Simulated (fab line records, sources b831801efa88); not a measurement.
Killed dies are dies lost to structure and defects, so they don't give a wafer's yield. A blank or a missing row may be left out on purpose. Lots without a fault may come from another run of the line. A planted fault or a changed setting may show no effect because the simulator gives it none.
Chamber matching | flow sfq_line | SFQ_TRILAYER_I6_CMP_CMP_166 on cmp-02: 4 sister chambers
The step polishes SiO2. 8 wafers are shown with their chamber, then 8 later ones without.

WAFERS WITH THEIR CHAMBER
wafer  | chamber | motor_current_A (A) | time_to_endpoint_s (s)
L358.5 | 0       | 11.1                | 225
L360.1 | 1       | 10.0                | 211
L360.3 | 2       | 10.7                | 210
L360.6 | 2       | 10.6                | 207
L362.1 | 0       | 10.6                | 217
L362.4 | 1       | 10.1                | 213
L362.5 | 3       | 9.6                 | 219
L368.1 | 3       | 9.2                 | 216

WAFERS WITHOUT THEIR CHAMBER
wafer  | motor_current_A (A) | time_to_endpoint_s (s)
L368.3 | 11.6                | 225
L368.5 | 11.2                | 229
L371.1 | 10.0                | 207
L371.3 | 11.0                | 219
L371.6 | 10.5                | 220
L372.1 | 11.2                | 213
L372.3 | 9.4                 | 214
L372.6 | 10.4                | 211

WHICH CHAMBER EACH WENT THROUGH
wafer  | from the rows above     | in truth
L368.3 | 0                       | 0
L368.5 | 0                       | 0
L371.1 | can't be placed: 1 or 2 | 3
L371.3 | 0                       | 0
L371.6 | can't be placed: 0 or 1 | 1
L372.1 | can't be placed: 2 or 0 | 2
L372.3 | can't be placed: 3 or 1 | 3
L372.6 | can't be placed: 2 or 1 | 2
Placed correctly: 3 of 8. Can't be placed from these rows: 5 (the true chamber is among the candidates in 4). Placed wrongly: 0.
How it was worked out, from the rows above alone: a wafer's distance from a chamber is the root of the sum, over the readings, of the square of ((its reading less the chamber's mean) divided by the reading's scatter). The wafer belongs to the nearest chamber; if the next one is less than 2 further off, it can't be placed. A chamber's mean is the mean of its shown wafers. The scatter: the root of (the sum of the squares of (reading less its chamber's mean) over the shown wafers, divided by (wafers less chambers)).
